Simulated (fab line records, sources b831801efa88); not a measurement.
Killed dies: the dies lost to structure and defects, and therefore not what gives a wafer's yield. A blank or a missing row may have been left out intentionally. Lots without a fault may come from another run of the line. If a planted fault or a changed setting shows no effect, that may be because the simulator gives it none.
fab line records / flow sky130
record: lots: 14 wafers: 42 lastDay: 50
route steps=708 shown LDD_P@259 PAD_OPEN@708
lots untouched by any fault: they come from a run of this same line in which no faults occurred
startH: start of the lot's first displayed wafer, in hours after the record's first day / waitH: hours since the lot's step before / " same as the row above / L1.1+2: one row covering several wafers at once / - either no value or no given start / * or withheld: withheld / < > ~ a bound
route shown NAME@n: a module of which the file shows steps, and the number in the route of the first / usual: mean and standard deviation over wafers with no fault / same: alike in all rows / chamber/n: place in a boat / sites: per-site readings / _std_site: standard deviation across them / _edge_site: inner sites' mean taken away from outer sites' mean / radiusMm: how far each site lies from the wafer's centre / mask NAME#n: copy n / behind: the most recent tool/chamber to have shaped the wafer / hold: what put the lot on hold/how long, in hours/how the hold closed / device: transistor that didn't switch, given as n, p or np / end of line: the same wafers' tests at the end of the route / a step given without rows: its recipe and nothing more / killed: the dies lost at the first sort to structure and to defects; this is not the yield of the wafer / map: shows each die of a wafer: x if killed, . if not, _ if none is there
set.NAME: the setting that was run; set.NAME@STEP: the one run at that earlier step / model.NAME: the simulator's own value behind a step, which no gauge read
one table for each step of the route and one row for each wafer, over a sample of lots
services: from which hour (startH, from the record's first day; less than 0 if before it) a tool's chamber was out of use, for how many hours, and why
== steps ==
step: SKY_LDD_P_EXPOSE_04
recipe: maskId: PSDM na: 0.6 sourceShape: conventional sigmaOuter: 0.6 polarization: unpolarized targetCdNm: 380 doseMj: 138
same: na: 0.6 sigmaOuter: 0.6
lot.wafer=L233.3+4+5 tool=ilineStepper-02 chamber=0 startH=414.57 waitH=- mask=PSDM#0
lot.wafer=L234.1+5+6 tool=ilineStepper-02 chamber=0 startH=425.92 waitH=- mask=PSDM#0
lot.wafer=L235.3+4+6 tool=ilineStepper-01 chamber=0 startH=436.58 waitH=- mask=PSDM#0
lot.wafer=L236.1+2+6 tool=ilineStepper-01 chamber=0 startH=442.97 waitH=- mask=PSDM#0
lot.wafer=L238.3+5+6 tool=ilineStepper-01 chamber=0 startH=484.11 waitH=- mask=PSDM#0
lot.wafer=L239.1+4+6 tool=ilineStepper-01 chamber=0 startH=501.84 waitH=- mask=PSDM#0
lot.wafer=L240.2+4+5 tool=ilineStepper-02 chamber=0 startH=503.22 waitH=- mask=PSDM#0
lot.wafer=L241.1+2+5 tool=ilineStepper-01 chamber=0 startH=508.59 waitH=- mask=PSDM#0
lot.wafer=L245.3+4+5 tool=ilineStepper-02 chamber=0 startH=530.75 waitH=- mask=PSDM#0
lot.wafer=L246.2+4+5 tool=ilineStepper-02 chamber=0 startH=537.48 waitH=- mask=PSDM#0
lot.wafer=L249.1+5+6 tool=ilineStepper-02 chamber=0 startH=553.54 waitH=- mask=PSDM#0
lot.wafer=L250.3+5+6 tool=ilineStepper-02 chamber=0 startH=564.02 waitH=- mask=PSDM#0
lot.wafer=L255.2+4+6 tool=ilineStepper-01 chamber=0 startH=609.00 waitH=- mask=PSDM#0
lot.wafer=L256.1+3+4 tool=ilineStepper-01 chamber=0 startH=620.74 waitH=- mask=PSDM#0
step: SKY_LDD_P_CD_MEAS_07
recipe: targetCdNm: 380
usual: cdNm: 379.9/2.1
lot.wafer=L233.3 tool=cdSem-02 chamber=- startH=429.36 waitH=0.1 cdNm=377.9
lot.wafer=L233.4 tool=cdSem-02 chamber=- startH=429.36 waitH=0.1 cdNm=377.2
lot.wafer=L233.5 tool=cdSem-02 chamber=- startH=429.36 waitH=0.1 cdNm=375.8
lot.wafer=L234.1 tool=cdSem-02 chamber=- startH=440.00 waitH=0.1 cdNm=381.2
lot.wafer=L234.5 tool=cdSem-02 chamber=- startH=440.00 waitH=0.1 cdNm=379.2
lot.wafer=L234.6 tool=cdSem-02 chamber=- startH=440.00 waitH=0.1 cdNm=379.2
lot.wafer=L235.3 tool=cdSem-02 chamber=- startH=450.44 waitH=0.1 cdNm=381.3
lot.wafer=L235.4 tool=cdSem-02 chamber=- startH=450.44 waitH=0.1 cdNm=381.1
lot.wafer=L235.6 tool=cdSem-02 chamber=- startH=450.44 waitH=0.1 cdNm=380.6
lot.wafer=L236.1 tool=cdSem-02 chamber=- startH=457.30 waitH=0.1 cdNm=379.6
lot.wafer=L236.2 tool=cdSem-02 chamber=- startH=457.30 waitH=0.1 cdNm=380.1
lot.wafer=L236.6 tool=cdSem-02 chamber=- startH=457.30 waitH=0.1 cdNm=378.3
lot.wafer=L238.3 tool=cdSem-02 chamber=- startH=499.95 waitH=0.1 cdNm=379.1
lot.wafer=L238.5 tool=cdSem-02 chamber=- startH=499.95 waitH=0.1 cdNm=375.9
lot.wafer=L238.6 tool=cdSem-02 chamber=- startH=499.95 waitH=0.1 cdNm=380.0
lot.wafer=L239.1 tool=cdSem-02 chamber=- startH=516.72 waitH=0.1 cdNm=383.2
lot.wafer=L239.4 tool=cdSem-02 chamber=- startH=516.72 waitH=0.1 cdNm=380.3
lot.wafer=L239.6 tool=cdSem-02 chamber=- startH=516.72 waitH=0.1 cdNm=383.3
lot.wafer=L240.2 tool=cdSem-02 chamber=- startH=518.28 waitH=0.2 cdNm=379.0
lot.wafer=L240.4 tool=cdSem-02 chamber=- startH=518.28 waitH=0.2 cdNm=374.5
lot.wafer=L240.5 tool=cdSem-02 chamber=- startH=518.28 waitH=0.2 cdNm=375.9
lot.wafer=L241.1 tool=cdSem-02 chamber=- startH=523.37 waitH=0.1 cdNm=380.5
lot.wafer=L241.2 tool=cdSem-02 chamber=- startH=523.37 waitH=0.1 cdNm=380.3
lot.wafer=L241.5 tool=cdSem-02 chamber=- startH=523.37 waitH=0.1 cdNm=380.6
lot.wafer=L245.3 tool=cdSem-01 chamber=- startH=544.16 waitH=0.1 cdNm=379.3
lot.wafer=L245.4 tool=cdSem-01 chamber=- startH=544.16 waitH=0.1 cdNm=379.1
lot.wafer=L245.5 tool=cdSem-01 chamber=- startH=544.16 waitH=0.1 cdNm=383.0
lot.wafer=L246.2 tool=cdSem-02 chamber=- startH=552.44 waitH=0.1 cdNm=379.5
lot.wafer=L246.4 tool=cdSem-02 chamber=- startH=552.44 waitH=0.1 cdNm=381.1
lot.wafer=L246.5 tool=cdSem-02 chamber=- startH=552.44 waitH=0.1 cdNm=380.2
lot.wafer=L249.1 tool=cdSem-02 chamber=- startH=568.25 waitH=0.1 cdNm=363.6
lot.wafer=L249.5 tool=cdSem-02 chamber=- startH=568.25 waitH=0.1 cdNm=375.7
lot.wafer=L249.6 tool=cdSem-02 chamber=- startH=568.25 waitH=0.1 cdNm=366.0
lot.wafer=L250.3 tool=cdSem-01 chamber=- startH=577.44 waitH=0.1 cdNm=374.2
lot.wafer=L250.5 tool=cdSem-01 chamber=- startH=577.44 waitH=0.1 cdNm=348.7
lot.wafer=L250.6 tool=cdSem-01 chamber=- startH=577.44 waitH=0.1 cdNm=358.4
lot.wafer=L255.2 tool=cdSem-02 chamber=- startH=623.78 waitH=0.1 cdNm=378.1
lot.wafer=L255.4 tool=cdSem-02 chamber=- startH=623.78 waitH=0.1 cdNm=377.5
lot.wafer=L255.6 tool=cdSem-02 chamber=- startH=623.78 waitH=0.1 cdNm=382.7
lot.wafer=L256.1 tool=cdSem-02 chamber=- startH=634.71 waitH=0.1 cdNm=381.9
lot.wafer=L256.3 tool=cdSem-02 chamber=- startH=634.71 waitH=0.1 cdNm=380.0
lot.wafer=L256.4 tool=cdSem-02 chamber=- startH=634.71 waitH=0.1 cdNm=380.6
step: SKY_PAD_OPEN_PROBE_99
usual: killed_at_M0_to_M3: 43/6.8 killed_at_M4_up: 3.0/1.8 killedAtContacts: 23/5.4 killedAtFrontEnd: 15/4.4 killedAtOther: 0.3/0.51 killedDies: 85/9.2 killedOnRim: 17/3.7 killedOpen: 47/6.8 killedShort: 39/6.8
same: grossDies: 492 killedAtBackSide: 0
lot.wafer=L239.1 tool=prober-02 chamber=- startH=1128.47 waitH=0.1 killed_at_M0_to_M3=43 killed_at_M4_up=2 killedAtContacts=19 killedAtFrontEnd=5 killedAtOther=0 killedDies=69 killedOnRim=10 killedOpen=41 killedShort=28
lot.wafer=L239.4 tool=prober-02 chamber=- startH=1128.62 waitH=0.2 killed_at_M0_to_M3=52 killed_at_M4_up=4 killedAtContacts=18 killedAtFrontEnd=11 killedAtOther=1 killedDies=86 killedOnRim=20 killedOpen=51 killedShort=35
lot.wafer=L239.6 tool=prober-02 chamber=- startH=1128.72 waitH=0.2 killed_at_M0_to_M3=42 killed_at_M4_up=4 killedAtContacts=25 killedAtFrontEnd=14 killedAtOther=0 killedDies=85 killedOnRim=16 killedOpen=50 killedShort=35
killed by level:class
L239.1 VIA3:geometricParticle:open=12 LI_CONTACT:geometricParticle:open=7 VIA2:geometricParticle:open=7 VIA1:geometricParticle:open=7 VIA1:geometricParticle:short=5 VIA3:geometricParticle:short=4 CONTACT:geometricParticle:short=4 METAL3:geometricParticle:short=4
L239.4 VIA3:geometricParticle:open=9 VIA1:geometricParticle:open=8 VIA2:geometricParticle:open=8 LI_CONTACT:geometricParticle:open=7 VIA1:geometricParticle:short=7 CONTACT:geometricParticle:open=6 FIELD_ISO:geometricParticle:open=4 SPACER:geometricParticle:short=4
L239.6 CONTACT:geometricParticle:open=8 VIA1:geometricParticle:open=8 VIA3:geometricParticle:open=8 METAL1:geometricParticle:short=6 POLY_GATE:geometricParticle:short=5 LOCAL_INTERCONNECT:geometricParticle:open=5 VIA2:geometricParticle:open=5 LI_CONTACT:geometricParticle:open=4
== services ==
tool=ilineStepper-02 chamber=- startH=464.95 hours=1.7 kind=pm
tool=ilineStepper-01 chamber=- startH=525.56 hours=21.2 kind=repair
tool=ilineStepper-01 chamber=- startH=594.51 hours=2.1 kind=pm
tool=ilineStepper-01 chamber=- startH=596.60 hours=- kind=consumableReplace:lamp
tool=ilineStepper-01 chamber=- startH=605.52 hours=1.7 kind=pm
tool=ilineStepper-02 chamber=- startH=612.28 hours=6.0 kind=repair
== key ==
firstSign: step: SKY_LDD_P_CD_MEAS_07 reading: cdNm direction: down sigmas: 7.4 usual: 379.9 struck: 364.4
effect none on later readings
metAt SKY_LDD_P_EXPOSE_04
struckLots L249,L250
testerLeftOut L249,L250
onsetBetween 537.48 553.54
fault: kind: processParameterDrift tool: ilineStepper-02 chamber: - onsetH: 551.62 steps: SKY_LDD_P_EXPOSE_04 channel: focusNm offset: 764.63 spreadByWafer: 0.3 shape: step endH: 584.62
testerLeftOut: of these lots the tester's yield and bins aren't shown, on N5 and GAA mostly nor the transistor test; their killed dies are dies lost to structure and defects alone, not to doping, threshold or leakage, so they don't give the yield
